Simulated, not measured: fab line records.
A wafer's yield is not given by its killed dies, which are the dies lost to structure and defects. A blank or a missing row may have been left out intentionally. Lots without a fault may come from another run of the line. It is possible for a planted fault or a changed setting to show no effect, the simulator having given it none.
fab line records / flow sky130
record lots=5 wafers=15 last_day=51
route steps=708 shown POLY_GATE@220 PAD_OPEN@708
lots untouched by any fault: they come from a run of this same line in which no faults occurred
start_h: hours from the record's opening day to when the first of the lot's shown wafers began / wait_h: how many hours have passed since the lot's step before this one / " unchanged from the row above / L1.1+2: several wafers, shown together as one row / - either no value or no given start / * or withheld: withheld / < > ~ a bound
route shown NAME@n: NAME is a module with steps in the file, n the number in the route of the first one / usual: mean/standard deviation taken from wafers without a fault / same: alike in all rows / chamber/n: place in a boat / sites: each site's reading / _std_site: standard deviation of those values / _edge_site: outer sites' mean less inner sites' / radius_mm: how far each site lies from the wafer's centre / mask NAME#n: copy n / behind: the most recent tool/chamber to have shaped the wafer / hold: the reason the lot was held/the length of the hold in hours/how it ended / device: names the non-switching transistor (n, p or np) / end of line: tests run on the same wafers once the route is complete / a step without rows: its recipe alone / killed: count of dies lost to structure and defects at first sort (not the wafer's yield) / map: per-die view of a wafer (x killed, . not killed, _ where there is no die)
set.NAME: the setting the step ran with; set.NAME@STEP: the setting that earlier step ran with / model.NAME: the simulator's own value behind a step, which no gauge read
lots seen at some steps along the route; tables by step, rows by wafer
services: from which hour (start_h, from the record's first day; less than 0 if before it) a tool's chamber was out of use, for how many hours, and why
## steps
# step SKY_POLY_GATE_HMDS_06
# recipe prime_time_s=60 prime_temp_c=120
# step SKY_POLY_GATE_COAT_07
# recipe resist=BARC temp_c=withheld time_s=withheld spin_rpm=3000 resist_thk_nm=110
# step SKY_POLY_GATE_COAT_08
# recipe resist=KrF-thick spin_rpm=3000 resist_thk_nm=450
# step SKY_POLY_GATE_SOFTBAKE_09
# recipe temp_c=100 time_s=90 resist=KrF-thick
# step SKY_POLY_GATE_EXPOSE_10
# recipe mask_id=P1M na=0.68 source_shape=conventional sigma_outer=0.6 target_cd_nm=150 dose_mj=28
# step SKY_POLY_GATE_PEB_11
# recipe peb_temp_c=withheld peb_time_s=withheld resist=KrF-thick
# step SKY_POLY_GATE_DEVELOP_12
# recipe develop_time_s=60 resist=KrF-thick dev_temp_c=21
# step SKY_POLY_GATE_CD_MEAS_13
# recipe target_cd_nm=150
# usual cd_nm=149.5/1.2
lot.wafer=L402.2 tool=cd_sem-02 chamber=- start_h=401.68 wait_h=- cd_nm=150.9
lot.wafer=L402.3 tool=cd_sem-02 chamber=- start_h=401.68 wait_h=- cd_nm=150.5
lot.wafer=L402.6 tool=cd_sem-02 chamber=- start_h=401.68 wait_h=- cd_nm=151.0
lot.wafer=L408.1 tool=cd_sem-02 chamber=- start_h=454.01 wait_h=- cd_nm=149.4
lot.wafer=L408.2 tool=cd_sem-02 chamber=- start_h=454.01 wait_h=- cd_nm=150.3
lot.wafer=L408.4 tool=cd_sem-02 chamber=- start_h=454.01 wait_h=- cd_nm=149.8
lot.wafer=L413.1 tool=cd_sem-02 chamber=- start_h=484.06 wait_h=- cd_nm=150.8
lot.wafer=L413.5 tool=cd_sem-02 chamber=- start_h=484.06 wait_h=- cd_nm=148.8
lot.wafer=L413.6 tool=cd_sem-02 chamber=- start_h=484.06 wait_h=- cd_nm=149.9
lot.wafer=L423.1 tool=cd_sem-01 chamber=- start_h=576.72 wait_h=- cd_nm=151.0
lot.wafer=L423.2 tool=cd_sem-01 chamber=- start_h=576.72 wait_h=- cd_nm=150.9
lot.wafer=L423.3 tool=cd_sem-01 chamber=- start_h=576.72 wait_h=- cd_nm=151.0
lot.wafer=L424.2 tool=cd_sem-01 chamber=- start_h=586.33 wait_h=- cd_nm=148.6
lot.wafer=L424.3 tool=cd_sem-01 chamber=- start_h=586.33 wait_h=- cd_nm=150.1
lot.wafer=L424.5 tool=cd_sem-01 chamber=- start_h=586.33 wait_h=- cd_nm=149.5
# step SKY_POLY_GATE_OVL_MEAS_14
# usual POLY_GATE_OVL=0/4.9
lot.wafer=L402.2 tool=overlay-02 chamber=- start_h=401.79 wait_h=0.1 POLY_GATE_OVL[nm]=-1
lot.wafer=L402.3 tool=overlay-02 chamber=- start_h=401.79 wait_h=0.1 POLY_GATE_OVL[nm]=-9
lot.wafer=L402.6 tool=overlay-02 chamber=- start_h=401.79 wait_h=0.1 POLY_GATE_OVL[nm]=0
lot.wafer=L408.1 tool=overlay-02 chamber=- start_h=454.13 wait_h=0.1 POLY_GATE_OVL[nm]=10
lot.wafer=L408.2 tool=overlay-02 chamber=- start_h=454.13 wait_h=0.1 POLY_GATE_OVL[nm]=5
lot.wafer=L408.4 tool=overlay-02 chamber=- start_h=454.13 wait_h=0.1 POLY_GATE_OVL[nm]=4
lot.wafer=L413.1 tool=overlay-01 chamber=- start_h=484.18 wait_h=0.1 POLY_GATE_OVL[nm]=8
lot.wafer=L413.5 tool=overlay-01 chamber=- start_h=484.18 wait_h=0.1 POLY_GATE_OVL[nm]=10
lot.wafer=L413.6 tool=overlay-01 chamber=- start_h=484.18 wait_h=0.1 POLY_GATE_OVL[nm]=8
lot.wafer=L423.1 tool=overlay-01 chamber=- start_h=576.84 wait_h=0.1 POLY_GATE_OVL[nm]=-4
lot.wafer=L423.2 tool=overlay-01 chamber=- start_h=576.84 wait_h=0.1 POLY_GATE_OVL[nm]=-5
lot.wafer=L423.3 tool=overlay-01 chamber=- start_h=576.84 wait_h=0.1 POLY_GATE_OVL[nm]=-4
lot.wafer=L424.2 tool=overlay-01 chamber=- start_h=586.46 wait_h=0.1 POLY_GATE_OVL[nm]=-6
lot.wafer=L424.3 tool=overlay-01 chamber=- start_h=586.46 wait_h=0.1 POLY_GATE_OVL[nm]=-1
lot.wafer=L424.5 tool=overlay-01 chamber=- start_h=586.46 wait_h=0.1 POLY_GATE_OVL[nm]=0
# step SKY_POLY_GATE_ETCH_15
# recipe chemistry=N2/H2 target=BARC ion_energy_ev=200 source_w=500 bias_w=100 pressure_mtorr=30 n2_flow_sccm=100 h2_flow_sccm=200 stop_on=SiO2 time_s=118.5 target_depth_a=1100
# usual drypump_motor_current_A=5.7/0.42 oes_product_au=0.716/0.0047 rf_fwd_power_W=497.3/1.8 throttle_valve_pct=13.213/0.0089
lot.wafer=L402.2 tool=rie_diel-03 chamber=0 start_h=401.82 wait_h=0.0 drypump_motor_current_A=5.7 oes_product_au=0.718 rf_fwd_power_W=496.6 rf_hours_counter_h=13 throttle_valve_pct=13.216
lot.wafer=L402.3 tool=rie_diel-03 chamber=1 start_h=401.82 wait_h=0.0 drypump_motor_current_A=5.5 oes_product_au=0.721 rf_fwd_power_W=496.5 rf_hours_counter_h=1 throttle_valve_pct=13.216
lot.wafer=L402.6 tool=rie_diel-03 chamber=1 start_h=401.82 wait_h=0.0 drypump_motor_current_A=5.5 oes_product_au=0.715 rf_fwd_power_W=498.5 rf_hours_counter_h=- throttle_valve_pct=13.218
lot.wafer=L408.1 tool=rie_diel-01 chamber=0 start_h=454.17 wait_h=0.0 drypump_motor_current_A=6.0 oes_product_au=0.705 rf_fwd_power_W=496.7 rf_hours_counter_h=2 throttle_valve_pct=13.223
lot.wafer=L408.2 tool=rie_diel-01 chamber=3 start_h=454.17 wait_h=0.0 drypump_motor_current_A=5.5 oes_product_au=0.716 rf_fwd_power_W=500.0 rf_hours_counter_h=26 throttle_valve_pct=13.214
lot.wafer=L408.4 tool=rie_diel-01 chamber=2 start_h=454.17 wait_h=0.0 drypump_motor_current_A=6.5 oes_product_au=0.715 rf_fwd_power_W=497.4 rf_hours_counter_h=24 throttle_valve_pct=13.201
lot.wafer=L413.1 tool=rie_diel-03 chamber=0 start_h=484.22 wait_h=0.0 drypump_motor_current_A=5.7 oes_product_au=0.709 rf_fwd_power_W=499.1 rf_hours_counter_h=15 throttle_valve_pct=13.223
lot.wafer=L413.5 tool=rie_diel-03 chamber=0 start_h=484.22 wait_h=0.0 drypump_motor_current_A=5.7 oes_product_au=0.713 rf_fwd_power_W=497.6 rf_hours_counter_h=- throttle_valve_pct=13.213
lot.wafer=L413.6 tool=rie_diel-03 chamber=3 start_h=484.22 wait_h=0.0 drypump_motor_current_A=5.8 oes_product_au=0.717 rf_fwd_power_W=497.2 rf_hours_counter_h=- throttle_valve_pct=13.210
lot.wafer=L423.1 tool=rie_diel-03 chamber=1 start_h=576.88 wait_h=0.0 drypump_motor_current_A=5.5 oes_product_au=0.717 rf_fwd_power_W=499.2 rf_hours_counter_h=5 throttle_valve_pct=13.221
lot.wafer=L423.2 tool=rie_diel-03 chamber=3 start_h=576.88 wait_h=0.0 drypump_motor_current_A=5.8 oes_product_au=0.717 rf_fwd_power_W=497.6 rf_hours_counter_h=72 throttle_valve_pct=13.202
lot.wafer=L423.3 tool=rie_diel-03 chamber=2 start_h=576.88 wait_h=0.0 drypump_motor_current_A=6.4 oes_product_au=0.722 rf_fwd_power_W=497.8 rf_hours_counter_h=18 throttle_valve_pct=13.232
lot.wafer=L424.2 tool=rie_diel-02 chamber=0 start_h=586.49 wait_h=0.0 drypump_motor_current_A=5.3 oes_product_au=0.719 rf_fwd_power_W=494.5 rf_hours_counter_h=69 throttle_valve_pct=13.223
lot.wafer=L424.3 tool=rie_diel-02 chamber=3 start_h=586.49 wait_h=0.0 drypump_motor_current_A=5.8 oes_product_au=0.717 rf_fwd_power_W=499.6 rf_hours_counter_h=18 throttle_valve_pct=13.215
lot.wafer=L424.5 tool=rie_diel-02 chamber=0 start_h=586.49 wait_h=0.0 drypump_motor_current_A=5.3 oes_product_au=0.718 rf_fwd_power_W=493.7 rf_hours_counter_h=- throttle_valve_pct=13.216
# step SKY_POLY_GATE_ETCH_16
# recipe stop_on=poly-Si chemistry=CH3F/O2 target=Si3N4 source_w=400 bias_w=80 pressure_mtorr=25 ch3f_flow_sccm=40 O2_flow_sccm=30 time_s=147.5 target_depth_a=750
# usual ch3f_flow_sccm=40.00/0.11 drypump_motor_current_A=5.7/0.42 oes_product_au=0.640/0.0057 rf_fwd_power_W=398.3/1.3 throttle_valve_pct=10.536/0.0082
lot.wafer=L402.2 tool=rie_diel-03 chamber=0 start_h=401.90 wait_h=0.0 ch3f_flow_sccm=40.00 drypump_motor_current_A=5.7 oes_product_au=0.632 rf_fwd_power_W=400.3 rf_hours_counter_h=14 throttle_valve_pct=10.522
lot.wafer=L402.3 tool=rie_diel-03 chamber=1 start_h=401.90 wait_h=0.0 ch3f_flow_sccm=39.98 drypump_motor_current_A=5.5 oes_product_au=0.634 rf_fwd_power_W=399.3 rf_hours_counter_h=1 throttle_valve_pct=10.536
lot.wafer=L402.6 tool=rie_diel-03 chamber=1 start_h=401.90 wait_h=0.0 ch3f_flow_sccm=40.24 drypump_motor_current_A=5.5 oes_product_au=0.642 rf_fwd_power_W=400.0 rf_hours_counter_h=- throttle_valve_pct=10.534
lot.wafer=L408.1 tool=rie_diel-01 chamber=0 start_h=454.25 wait_h=0.0 ch3f_flow_sccm=39.84 drypump_motor_current_A=6.0 oes_product_au=0.642 rf_fwd_power_W=397.3 rf_hours_counter_h=2 throttle_valve_pct=10.533
lot.wafer=L408.2 tool=rie_diel-01 chamber=3 start_h=454.25 wait_h=0.0 ch3f_flow_sccm=40.07 drypump_motor_current_A=5.6 oes_product_au=0.640 rf_fwd_power_W=399.6 rf_hours_counter_h=26 throttle_valve_pct=10.522
lot.wafer=L408.4 tool=rie_diel-01 chamber=2 start_h=454.25 wait_h=0.0 ch3f_flow_sccm=40.11 drypump_motor_current_A=6.4 oes_product_au=0.648 rf_fwd_power_W=396.9 rf_hours_counter_h=24 throttle_valve_pct=10.525
lot.wafer=L413.1 tool=rie_diel-03 chamber=0 start_h=484.30 wait_h=0.0 ch3f_flow_sccm=40.05 drypump_motor_current_A=5.7 oes_product_au=0.644 rf_fwd_power_W=397.1 rf_hours_counter_h=15 throttle_valve_pct=10.523
lot.wafer=L413.5 tool=rie_diel-03 chamber=0 start_h=484.30 wait_h=0.0 ch3f_flow_sccm=39.84 drypump_motor_current_A=5.7 oes_product_au=0.644 rf_fwd_power_W=397.8 rf_hours_counter_h=- throttle_valve_pct=10.520
lot.wafer=L413.6 tool=rie_diel-03 chamber=3 start_h=484.30 wait_h=0.0 ch3f_flow_sccm=40.10 drypump_motor_current_A=5.8 oes_product_au=0.641 rf_fwd_power_W=397.7 rf_hours_counter_h=- throttle_valve_pct=10.556
lot.wafer=L423.1 tool=rie_diel-03 chamber=1 start_h=576.96 wait_h=0.0 ch3f_flow_sccm=40.14 drypump_motor_current_A=5.5 oes_product_au=0.643 rf_fwd_power_W=397.7 rf_hours_counter_h=5 throttle_valve_pct=10.521
lot.wafer=L423.2 tool=rie_diel-03 chamber=3 start_h=576.96 wait_h=0.0 ch3f_flow_sccm=40.02 drypump_motor_current_A=5.8 oes_product_au=0.645 rf_fwd_power_W=400.3 rf_hours_counter_h=73 throttle_valve_pct=10.537
lot.wafer=L423.3 tool=rie_diel-03 chamber=2 start_h=576.96 wait_h=0.0 ch3f_flow_sccm=40.07 drypump_motor_current_A=6.3 oes_product_au=0.627 rf_fwd_power_W=396.9 rf_hours_counter_h=18 throttle_valve_pct=10.549
lot.wafer=L424.2 tool=rie_diel-02 chamber=0 start_h=586.57 wait_h=0.0 ch3f_flow_sccm=40.20 drypump_motor_current_A=5.3 oes_product_au=0.648 rf_fwd_power_W=398.3 rf_hours_counter_h=69 throttle_valve_pct=10.547
lot.wafer=L424.3 tool=rie_diel-02 chamber=3 start_h=586.57 wait_h=0.0 ch3f_flow_sccm=39.90 drypump_motor_current_A=5.8 oes_product_au=0.642 rf_fwd_power_W=398.3 rf_hours_counter_h=18 throttle_valve_pct=10.542
lot.wafer=L424.5 tool=rie_diel-02 chamber=0 start_h=586.57 wait_h=0.0 ch3f_flow_sccm=40.02 drypump_motor_current_A=5.3 oes_product_au=0.649 rf_fwd_power_W=398.4 rf_hours_counter_h=- throttle_valve_pct=10.549
# step SKY_POLY_GATE_ETCH_17
# recipe target_depth_nm=180 stop_on=SiO2 over_etch_frac=0.56667 chemistry=HBr/Cl2 target=poly-Si icp_w=400 bias_w=100 pressure_mtorr=10 HBr_flow_sccm=150 Cl2_flow_sccm=50 time_s=70.5
# usual HBr_flow_sccm=150.0/0.46 drypump_motor_current_A=5.9/0.54 oes_product_au=0.990/0.0074 rf_fwd_power_W=397.0/1.3 throttle_valve_pct=33.685/0.0091
lot.wafer=L402.2 tool=rie_si-01 chamber=3 start_h=402.00 wait_h=0.0 HBr_flow_sccm=149.5 drypump_motor_current_A=6.0 oes_product_au=0.983 rf_fwd_power_W=395.1 rf_hours_counter_h=1 throttle_valve_pct=33.686
lot.wafer=L402.3 tool=rie_si-01 chamber=2 start_h=402.00 wait_h=0.0 HBr_flow_sccm=149.8 drypump_motor_current_A=6.2 oes_product_au=0.985 rf_fwd_power_W=396.8 rf_hours_counter_h=- throttle_valve_pct=33.690
lot.wafer=L402.6 tool=rie_si-01 chamber=2 start_h=402.00 wait_h=0.0 HBr_flow_sccm=149.1 drypump_motor_current_A=6.2 oes_product_au=0.989 rf_fwd_power_W=395.0 rf_hours_counter_h=- throttle_valve_pct=33.694
lot.wafer=L408.1 tool=rie_si-01 chamber=1 start_h=454.35 wait_h=0.0 HBr_flow_sccm=149.1 drypump_motor_current_A=5.0 oes_product_au=0.983 rf_fwd_power_W=397.4 rf_hours_counter_h=5 throttle_valve_pct=33.679
lot.wafer=L408.2 tool=rie_si-01 chamber=2 start_h=454.35 wait_h=0.0 HBr_flow_sccm=149.7 drypump_motor_current_A=6.3 oes_product_au=0.996 rf_fwd_power_W=398.7 rf_hours_counter_h=4 throttle_valve_pct=33.686
lot.wafer=L408.4 tool=rie_si-01 chamber=3 start_h=454.35 wait_h=0.0 HBr_flow_sccm=149.5 drypump_motor_current_A=6.0 oes_product_au=0.984 rf_fwd_power_W=394.6 rf_hours_counter_h=2 throttle_valve_pct=33.682
lot.wafer=L413.1 tool=rie_si-01 chamber=1 start_h=484.40 wait_h=0.0 HBr_flow_sccm=149.6 drypump_motor_current_A=5.0 oes_product_au=0.990 rf_fwd_power_W=397.8 rf_hours_counter_h=5 throttle_valve_pct=33.690
lot.wafer=L413.5 tool=rie_si-01 chamber=2 start_h=484.40 wait_h=0.0 HBr_flow_sccm=149.9 drypump_motor_current_A=6.3 oes_product_au=1.007 rf_fwd_power_W=397.8 rf_hours_counter_h=- throttle_valve_pct=33.693
lot.wafer=L413.6 tool=rie_si-01 chamber=3 start_h=484.40 wait_h=0.0 HBr_flow_sccm=150.2 drypump_motor_current_A=6.0 oes_product_au=0.992 rf_fwd_power_W=394.9 rf_hours_counter_h=- throttle_valve_pct=33.686
lot.wafer=L423.1 tool=rie_si-01 chamber=2 start_h=577.06 wait_h=0.0 HBr_flow_sccm=150.3 drypump_motor_current_A=6.3 oes_product_au=0.991 rf_fwd_power_W=395.7 rf_hours_counter_h=4 throttle_valve_pct=33.696
lot.wafer=L423.2 tool=rie_si-01 chamber=1 start_h=577.06 wait_h=0.0 HBr_flow_sccm=149.4 drypump_motor_current_A=5.1 oes_product_au=0.987 rf_fwd_power_W=398.3 rf_hours_counter_h=6 throttle_valve_pct=33.688
lot.wafer=L423.3 tool=rie_si-01 chamber=0 start_h=577.06 wait_h=0.0 HBr_flow_sccm=149.6 drypump_motor_current_A=5.6 oes_product_au=0.981 rf_fwd_power_W=398.2 rf_hours_counter_h=1 throttle_valve_pct=33.685
lot.wafer=L424.2 tool=rie_si-01 chamber=2 start_h=586.67 wait_h=0.0 HBr_flow_sccm=150.1 drypump_motor_current_A=6.3 oes_product_au=0.987 rf_fwd_power_W=396.5 rf_hours_counter_h=4 throttle_valve_pct=33.673
lot.wafer=L424.3 tool=rie_si-01 chamber=0 start_h=586.67 wait_h=0.0 HBr_flow_sccm=151.1 drypump_motor_current_A=5.6 oes_product_au=0.982 rf_fwd_power_W=396.8 rf_hours_counter_h=1 throttle_valve_pct=33.698
lot.wafer=L424.5 tool=rie_si-01 chamber=1 start_h=586.67 wait_h=0.0 HBr_flow_sccm=150.3 drypump_motor_current_A=5.0 oes_product_au=0.986 rf_fwd_power_W=396.1 rf_hours_counter_h=- throttle_valve_pct=33.680
# step SKY_POLY_GATE_STRIP_18
# recipe chemistry=O2/N2 power_w=1400 pressure_mtorr=1500 platen_temp_c=withheld o2_flow_sccm=3000 n2_flow_sccm=300 overash_fraction=0.5
# usual drypump_motor_current_A=5.9/0.49 oes_product_au=0.360/0.0047 strip_time_to_endpoint_s=3.15/0.032
lot.wafer=L402.2 tool=plasma_asher-02 chamber=1 start_h=402.08 wait_h=0.1 drypump_motor_current_A=5.4 oes_product_au=0.361 rf_hours_counter_h=70 strip_time_to_endpoint_s=3.10
lot.wafer=L402.3 tool=plasma_asher-02 chamber=0 start_h=402.08 wait_h=0.1 drypump_motor_current_A=5.5 oes_product_au=0.361 rf_hours_counter_h=- strip_time_to_endpoint_s=3.16
lot.wafer=L402.6 tool=plasma_asher-02 chamber=0 start_h=402.08 wait_h=0.1 drypump_motor_current_A=5.5 oes_product_au=0.355 rf_hours_counter_h=- strip_time_to_endpoint_s=3.16
lot.wafer=L408.1 tool=plasma_asher-02 chamber=0 start_h=454.41 wait_h=0.0 drypump_motor_current_A=5.5 oes_product_au=0.360 rf_hours_counter_h=1 strip_time_to_endpoint_s=3.13
lot.wafer=L408.2 tool=plasma_asher-02 chamber=1 start_h=454.41 wait_h=0.0 drypump_motor_current_A=5.4 oes_product_au=0.360 rf_hours_counter_h=1 strip_time_to_endpoint_s=3.12
lot.wafer=L408.4 tool=plasma_asher-02 chamber=1 start_h=454.41 wait_h=0.0 drypump_motor_current_A=5.4 oes_product_au=0.360 rf_hours_counter_h=- strip_time_to_endpoint_s=3.13
lot.wafer=L413.1 tool=plasma_asher-02 chamber=1 start_h=484.46 wait_h=0.0 drypump_motor_current_A=5.4 oes_product_au=0.362 rf_hours_counter_h=4 strip_time_to_endpoint_s=3.06
lot.wafer=L413.5 tool=plasma_asher-02 chamber=0 start_h=484.46 wait_h=0.0 drypump_motor_current_A=5.5 oes_product_au=0.367 rf_hours_counter_h=- strip_time_to_endpoint_s=3.03
lot.wafer=L413.6 tool=plasma_asher-02 chamber=1 start_h=484.46 wait_h=0.0 drypump_motor_current_A=5.4 oes_product_au=0.366 rf_hours_counter_h=- strip_time_to_endpoint_s=3.03
lot.wafer=L423.1 tool=plasma_asher-01 chamber=0 start_h=577.12 wait_h=0.0 drypump_motor_current_A=6.4 oes_product_au=0.363 rf_hours_counter_h=47 strip_time_to_endpoint_s=3.12
lot.wafer=L423.2 tool=plasma_asher-01 chamber=1 start_h=577.12 wait_h=0.0 drypump_motor_current_A=6.5 oes_product_au=0.357 rf_hours_counter_h=47 strip_time_to_endpoint_s=3.09
lot.wafer=L423.3 tool=plasma_asher-01 chamber=1 start_h=577.12 wait_h=0.0 drypump_motor_current_A=6.5 oes_product_au=0.363 rf_hours_counter_h=- strip_time_to_endpoint_s=3.19
lot.wafer=L424.2 tool=plasma_asher-02 chamber=1 start_h=586.72 wait_h=0.0 drypump_motor_current_A=5.4 oes_product_au=0.359 rf_hours_counter_h=14 strip_time_to_endpoint_s=3.13
lot.wafer=L424.3 tool=plasma_asher-02 chamber=1 start_h=586.72 wait_h=0.0 drypump_motor_current_A=5.4 oes_product_au=0.358 rf_hours_counter_h=- strip_time_to_endpoint_s=3.18
lot.wafer=L424.5 tool=plasma_asher-02 chamber=1 start_h=586.72 wait_h=0.0 drypump_motor_current_A=5.4 oes_product_au=0.358 rf_hours_counter_h=- strip_time_to_endpoint_s=3.17
# step SKY_POLY_GATE_CLEAN_19
# recipe chemistry=SC1/SC2 mix=1:4:20 temp_c=70 time_s=150 dry=n2_spin
# step SKY_PAD_OPEN_PROBE_99
# usual killed_at_M0_to_M3=43/6.6 killed_at_M4_up=3.1/1.9 killed_at_contacts=24/5.2 killed_at_front_end=16/4.5 killed_at_other=0.4/0.62 killed_dies=87/9 killed_open=48/7 killed_short=39/6.2
# same gross_dies=492 killed_at_back_side=0
lot.wafer=L402.2 tool=prober-01 chamber=- start_h=1104.84 wait_h=0.1 killed_at_M0_to_M3=46 killed_at_M4_up=1 killed_at_contacts=20 killed_at_front_end=20 killed_at_other=0 killed_dies=87 killed_open=53 killed_short=33
lot.wafer=L402.3 tool=prober-01 chamber=- start_h=1104.89 wait_h=0.2 killed_at_M0_to_M3=32 killed_at_M4_up=5 killed_at_contacts=27 killed_at_front_end=15 killed_at_other=1 killed_dies=80 killed_open=48 killed_short=32
lot.wafer=L402.6 tool=prober-01 chamber=- start_h=1105.04 wait_h=0.2 killed_at_M0_to_M3=52 killed_at_M4_up=2 killed_at_contacts=20 killed_at_front_end=6 killed_at_other=0 killed_dies=80 killed_open=47 killed_short=33
lot.wafer=L413.1 tool=prober-01 chamber=- start_h=1162.22 wait_h=0.1 killed_at_M0_to_M3=36 killed_at_M4_up=7 killed_at_contacts=19 killed_at_front_end=14 killed_at_other=0 killed_dies=76 killed_open=36 killed_short=40
lot.wafer=L413.5 tool=prober-01 chamber=- start_h=1162.42 wait_h=0.2 killed_at_M0_to_M3=49 killed_at_M4_up=2 killed_at_contacts=20 killed_at_front_end=13 killed_at_other=0 killed_dies=84 killed_open=41 killed_short=43
lot.wafer=L413.6 tool=prober-01 chamber=- start_h=1162.47 wait_h=0.2 killed_at_M0_to_M3=38 killed_at_M4_up=1 killed_at_contacts=23 killed_at_front_end=7 killed_at_other=0 killed_dies=69 killed_open=37 killed_short=32
lot.wafer=L424.2 tool=prober-01 chamber=- start_h=1219.16 wait_h=0.1 killed_at_M0_to_M3=38 killed_at_M4_up=2 killed_at_contacts=18 killed_at_front_end=18 killed_at_other=0 killed_dies=76 killed_open=44 killed_short=31
lot.wafer=L424.3 tool=prober-01 chamber=- start_h=1219.21 wait_h=0.2 killed_at_M0_to_M3=53 killed_at_M4_up=3 killed_at_contacts=27 killed_at_front_end=18 killed_at_other=0 killed_dies=101 killed_open=52 killed_short=49
lot.wafer=L424.5 tool=prober-01 chamber=- start_h=1219.31 wait_h=0.2 killed_at_M0_to_M3=41 killed_at_M4_up=6 killed_at_contacts=19 killed_at_front_end=18 killed_at_other=0 killed_dies=84 killed_open=37 killed_short=47
# killed by level:class
L402.2 VIA1:geometric_particle:open=12 CONTACT:geometric_particle:open=11 VIA3:geometric_particle:open=9 FIELD_ISO:geometric_particle:short=6 VIA1:geometric_particle:short=6 FIELD_ISO:geometric_particle:open=5 LI_CONTACT:geometric_particle:open=5 METAL3:geometric_particle:short=5
L402.3 CONTACT:geometric_particle:open=11 METAL1:geometric_particle:short=8 LI_CONTACT:geometric_particle:open=7 VIA1:geometric_particle:open=7 VIA3:geometric_particle:open=6 FIELD_ISO:geometric_particle:short=5 FIELD_ISO:geometric_particle:open=4 SPACER:geometric_particle:open=3
L402.6 VIA1:geometric_particle:open=16 VIA3:geometric_particle:open=11 METAL2:geometric_particle:short=6 CONTACT:geometric_particle:short=6 CONTACT:geometric_particle:open=6 VIA1:geometric_particle:short=5 LI_CONTACT:geometric_particle:open=4 VIA3:geometric_particle:short=4
L413.1 METAL3:geometric_particle:short=8 LI_CONTACT:geometric_particle:open=7 METAL2:geometric_particle:short=6 VIA2:geometric_particle:open=6 POLY_GATE:geometric_particle:short=5 METAL4:geometric_particle:short=5 CONTACT:geometric_particle:open=5 METAL1:geometric_particle:short=5
L413.5 VIA1:geometric_particle:open=10 METAL1:geometric_particle:short=8 CONTACT:geometric_particle:open=7 LI_CONTACT:geometric_particle:open=6 METAL3:geometric_particle:short=6 METAL2:geometric_particle:short=6 VIA3:geometric_particle:open=5 POLY_GATE:geometric_particle:short=4
L413.6 METAL2:geometric_particle:short=9 LI_CONTACT:geometric_particle:open=8 VIA1:geometric_particle:open=8 CONTACT:geometric_particle:short=6 VIA3:geometric_particle:open=6 CONTACT:geometric_particle:open=5 VIA2:geometric_particle:open=5 LI_CONTACT:geometric_particle:short=4
L424.2 VIA1:geometric_particle:open=11 LI_CONTACT:geometric_particle:open=9 VIA2:geometric_particle:open=8 FIELD_ISO:geometric_particle:short=5 POLY_GATE:geometric_particle:short=5 METAL2:geometric_particle:short=4 VIA1:geometric_particle:short=4 LOCAL_INTERCONNECT:geometric_particle:short=3
L424.3 CONTACT:geometric_particle:open=10 METAL2:geometric_particle:short=9 VIA1:geometric_particle:open=8 VIA3:geometric_particle:open=8 VIA3:geometric_particle:short=7 LI_CONTACT:geometric_particle:open=5 METAL1:geometric_particle:short=5 VIA2:geometric_particle:open=5
L424.5 CONTACT:geometric_particle:open=8 VIA2:geometric_particle:open=7 VIA1:geometric_particle:open=6 CONTACT:geometric_particle:short=6 METAL1:geometric_particle:short=6 VIA3:geometric_particle:open=6 POLY_GATE:geometric_particle:short=5 POLY_GATE:geometric_particle:open=5
## services
tool=rie_si-01 chamber=0 start_h=392.18 hours=3.6 kind=repair
tool=rie_si-01 chamber=0 start_h=396.13 hours=- kind=clean
tool=rie_si-01 chamber=0 start_h=396.13 hours=14.3 kind=scheduled_down
tool=rie_si-01 chamber=0 start_h=396.13 hours=14.3 kind=vent_cycle
tool=rie_si-01 chamber=1 start_h=396.57 hours=34.6 kind=repair
tool=rie_diel-02 chamber=2 start_h=405.40 hours=9.6 kind=repair
tool=rie_diel-01 chamber=- start_h=409.35 hours=0.4 kind=repair
tool=rie_si-01 chamber=0 start_h=420.20 hours=12.4 kind=repair
tool=plasma_asher-02 chamber=- start_h=421.25 hours=9.0 kind=pm
tool=plasma_asher-02 chamber=0 start_h=421.25 hours=9.0 kind=vent_cycle
tool=plasma_asher-02 chamber=1 start_h=421.25 hours=9.0 kind=vent_cycle
tool=plasma_asher-02 chamber=- start_h=430.25 hours=2.8 kind=pm
tool=plasma_asher-02 chamber=- start_h=433.00 hours=4.3 kind=pm
tool=rie_diel-01 chamber=2 start_h=433.43 hours=2.8 kind=repair
tool=rie_diel-03 chamber=- start_h=466.38 hours=2.8 kind=pm
tool=rie_diel-02 chamber=0 start_h=466.82 hours=7.2 kind=repair
tool=rie_diel-03 chamber=3 start_h=487.21 hours=4.8 kind=repair
tool=plasma_asher-01 chamber=- start_h=499.69 hours=2.2 kind=repair
tool=rie_si-01 chamber=- start_h=512.50 hours=1.0 kind=repair
tool=rie_diel-03 chamber=3 start_h=513.28 hours=4.2 kind=repair
tool=rie_si-01 chamber=2 start_h=520.69 hours=1.0 kind=repair
tool=rie_diel-01 chamber=1 start_h=549.28 hours=2.5 kind=repair
tool=rie_diel-02 chamber=0 start_h=553.73 hours=8.5 kind=repair
tool=plasma_asher-01 chamber=- start_h=568.57 hours=0.5 kind=repair
## key
first_sign step=SKY_POLY_GATE_STRIP_18 reading=strip_time_to_endpoint_s direction=down sigmas=3.6 usual=* struck=*
effect none on later readings
met_at SKY_POLY_GATE_STRIP_18
struck_wafers L413.1,L413.5,L413.6
tester_left_out L413
onset_between 454.41 484.46
fault kind=process_parameter_drift tool=plasma_asher-02 chamber=- onset_h=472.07 steps=SKY_POLY_GATE_STRIP_18 channel=power_w offset=* shape=step end_h=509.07 acts_in=* stated=*
# tester_left_out: of these lots the tester's yield and bins aren't shown, on N5 and GAA mostly nor the transistor test; their killed dies are dies lost to structure and defects alone, not to doping, threshold or leakage, so they don't give the yield
